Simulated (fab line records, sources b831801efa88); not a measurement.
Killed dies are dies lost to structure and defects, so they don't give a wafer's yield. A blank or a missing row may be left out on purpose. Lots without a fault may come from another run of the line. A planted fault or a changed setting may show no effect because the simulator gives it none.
A struck lot beside a sound one | flow sky130 | 36 steps out of a route of 708
Sound: wafers L281.1, L281.5, L281.6. Struck: wafers L279.1, L279.3, L279.6. The cause comes at the end.
At each step with rows: each side's tool, then ch and its chambers, then its first start. Under that, the readings that differ: sound wafers | struck wafers | difference of the means | sigmas: that difference in standard deviations of wafers without a fault.
alike: readings whose means differ by less than 2 such deviations, and words and numbers that are the same on both sides. not compared: withheld readings, readings that some wafer has no value for, bounds like >300 that may hide the same value, and numbers for which the record gives no deviation and whose values overlap.
The two part at a step that has a row with sigmas, a row that says differs or no value, or rows on one side only. Numbers that don't overlap but have no deviation are shown without sigmas and don't part them. A reading that every wafer of one side lacks parts them only if that side has two wafers or more.

first, 10 steps without rows for these wafers: SKY_GATE_OXIDE_HMDS_04 (prime time 60 s); SKY_GATE_OXIDE_COAT_05 (resist thk 1140 nm); SKY_GATE_OXIDE_SOFTBAKE_06 (time 60 s); SKY_GATE_OXIDE_EXPOSE_07 (exposes mask LVOM, target cd 600 nm); SKY_GATE_OXIDE_PEB_08; SKY_GATE_OXIDE_DEVELOP_09 (develop time 60 s); SKY_GATE_OXIDE_IMPLANT_11; SKY_GATE_OXIDE_WET_ETCH_12 (etches SiO2 in dHF, target depth 16.8 nm, time 336 s); SKY_GATE_OXIDE_STRIP_13 (strips in O2/N2); SKY_GATE_OXIDE_CLEAN_15 (cleans in SC1/SC2, time 150 s).
SKY_GATE_OXIDE_OXIDATION_16: stabilise 600 s, purge 300 s, target thk 3.57 nm.
  sound on furnace-01 ch 0, day 21 18:48; struck on furnace-02 ch 0, day 21 00:48
  reading                                           | sound             | struck            | difference | sigmas
  model.SiO2_of_GATE_OXIDE_OXIDATION_01.thk_nm (nm) | 11.73 11.84 11.78 | 10.75 10.77 10.94 | -0.96      |
then, 24 steps without rows for these wafers: SKY_POLY_GATE_CVD_00 (deposits poly-Si, target thk 180 nm, time 720 s); SKY_RES_PROTECT_DEHYDRATE_00 (time 60 s); SKY_RES_PROTECT_HMDS_01 (prime time 60 s); SKY_RES_PROTECT_COAT_02 (resist thk 1140 nm); SKY_RES_PROTECT_SOFTBAKE_03 (time 60 s); SKY_RES_PROTECT_EXPOSE_04 (exposes mask RPM, target cd 1270 nm); SKY_RES_PROTECT_PEB_05; SKY_RES_PROTECT_DEVELOP_06 (develop time 60 s); SKY_POLY_GATE_IMPLANT_02; SKY_RES_PROTECT_STRIP_07 (strips in O2/N2); SKY_RES_PROTECT_CLEAN_09 (cleans in SC1/SC2, time 150 s); SKY_POLY_GATE_CVD_03 (deposits Si3N4 from DCS/NH3, target thk 75 nm, time 1290 s); SKY_POLY_GATE_DEHYDRATE_05 (time 60 s); SKY_POLY_GATE_HMDS_06 (prime time 60 s); SKY_POLY_GATE_COAT_07 (resist thk 110 nm); SKY_POLY_GATE_COAT_08 (resist thk 450 nm); SKY_POLY_GATE_SOFTBAKE_09 (time 90 s); SKY_POLY_GATE_EXPOSE_10 (exposes mask P1M, target cd 150 nm); SKY_POLY_GATE_PEB_11; SKY_POLY_GATE_DEVELOP_12 (develop time 60 s); SKY_POLY_GATE_ETCH_15 (etches BARC in N2/H2, stops on SiO2, time 118.5 s, target depth 110 nm); SKY_POLY_GATE_ETCH_16 (etches Si3N4 in CH3F/O2, stops on poly-Si, time 147.5 s, target depth 75 nm); SKY_POLY_GATE_ETCH_17 (etches poly-Si in HBr/Cl2, stops on SiO2, target depth 180 nm, time 70.5 s); SKY_POLY_GATE_STRIP_18 (strips in O2/N2).
-- the record jumps here: 29 days lie between the struck wafers' starts before and after (it left off in module POLY_GATE and takes up again in module PAD_OPEN, whose first step shown is number 708 of the route) --
SKY_PAD_OPEN_PROBE_99:
  sound on prober-02, day 50 21:20; struck on prober-01, day 50 10:58
  reading                                   | sound                         | struck                                                               | difference                   | sigmas
  hold                                      | - - -                         | await_dispo/5.6h/scrap await_dispo/5.6h/scrap await_dispo/5.6h/scrap | no value on the sound wafers |
  model.etest.nfet_16v.r_on_ohm_um          | 1.378e+04 1.384e+04 1.375e+04 | 1.336e+04 1.332e+04 1.341e+04                                        | -4.267e+02                   |
  model.etest.pfet_01v8.r_on_ohm_um         | 2871 2763 2803                | 2519 2558 2509                                                       | -284                         |
  model.etest.nfet_01v8_lvt.drive_ua_um     | 586 591 584.3                 | 800 784.4 806.6                                                      | +210                         |
  model.etest.nfet_01v8_turned.drive_ua_um  | 511.2 519.2 512.2             | 734.7 712.8 735                                                      | +213.3                       |
  model.etest.nfet_01v8_swapped.drive_ua_um | 511.1 516.5 510.6             | 728 711.6 727.6                                                      | +210                         |
  model.etest.nfet_01v8.drive_ua_um         | 506.4 514.6 510.3             | 729 713.1 730.1                                                      | +214                         |
  model.etest.sram_nfet_pass.drive_ua_um    | 506.1 510.6 505.5             | 718.3 698.5 724.8                                                    | +206.5                       |
  model.etest.pfet_g5v0d10v5.r_on_ohm_um    | 4742 4653 4666                | 4536 4542 4624                                                       | -120                         |
  alike: killed_at_M0_to_M3, killed_at_M4_up, killed_at_contacts, killed_at_front_end, killed_at_other, killed_dies, killed_open, killed_short

WHERE THEY PART
Only at SKY_PAD_OPEN_PROBE_99, within this record.

WHY: what the simulator had put in
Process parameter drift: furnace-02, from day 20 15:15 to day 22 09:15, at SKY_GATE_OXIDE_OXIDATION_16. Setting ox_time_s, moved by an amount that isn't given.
